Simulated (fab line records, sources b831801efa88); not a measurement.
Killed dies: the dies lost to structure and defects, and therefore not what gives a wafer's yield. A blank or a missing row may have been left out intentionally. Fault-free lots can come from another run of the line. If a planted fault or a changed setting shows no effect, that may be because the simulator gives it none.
What tool caused it? ; flow sky130 ; 18 wafers from 6 lots sampled at 2 of the route's 708 steps

== WHAT EACH GAUGE READ, for each wafer ==
SKY_SONOS_TUNNEL_TW_MEAS_12.
lot;measured;on;SONOS_TUNNEL_TW
L624;day 12 02:29;film metro-01;198.6 197.4 198.7
L631;day 14 06:33;film metro-01;198.0 197.7 197.5
L634;day 15 05:22;film metro-04;226.1 225.6 225.2
L637;day 16 05:13;film metro-02;196.6 196.5 197.1
L641;day 17 04:09;film metro-02;196.2 196.1 196.3
L645;day 18 18:49;film metro-04;194.8 195.8 196.0

== WHICH TOOL RAN EACH LOT (tool, then ch and the chambers of the sampled wafers, then the start) ==
lot;SKY_SONOS_TUNNEL_IMPLANT_09
L624;implanter-04 ch 0, day 12 02:06
L631;implanter-01 ch 0, day 14 06:08
L634;implanter-01 ch 0, day 15 04:58
L637;implanter-02 ch 0, day 16 04:49
L641;implanter-04 ch 0, day 17 03:44
L645;implanter-02 ch 0, day 18 18:25
- SKY_SONOS_TUNNEL_IMPLANT_09

== THE ANSWER, worked out from the rows above alone ==
Rule: usual is defined by the lots themselves. The widest of any qualifying gaps counts: lots, ordered by their means at a reading, are off when they make up no more than a third of the lots, leave a main group of 4 or more, and stand apart from it by 3 or more times the standard deviation of that group's means. A main group is skipped when, at the precision printed for the reading in the tables above, its means are all equal. Also off: a lot with no number at a reading for which 4 or more lots have one. Where the step has rows for the other lots, those lots are counted as sound.
Off: L634, at SKY_SONOS_TUNNEL_TW_MEAS_12 (SONOS_TUNNEL_TW). The main group: mean 196.9, standard deviation 0.99.
If a tool, at a process step before that reading, ran all the lots that are off and no sound lot after the first of them, it fits. Gauges at SKY_SONOS_TUNNEL_TW_MEAS_12: tried the same way as those tools. One fits: implanter-01 at SKY_SONOS_TUNNEL_IMPLANT_09. A fault onset in the window from L631 (day 14 06:08, its last sound lot) to L634 (day 15 04:58, its first lot off) fits.

== WHAT HAD BEEN PUT IN BY THE SIMULATOR ==
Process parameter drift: implanter-01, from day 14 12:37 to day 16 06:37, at SKY_SONOS_TUNNEL_IMPLANT_09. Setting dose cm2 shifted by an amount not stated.
Lots struck among those shown: L634. The rule above found the same.
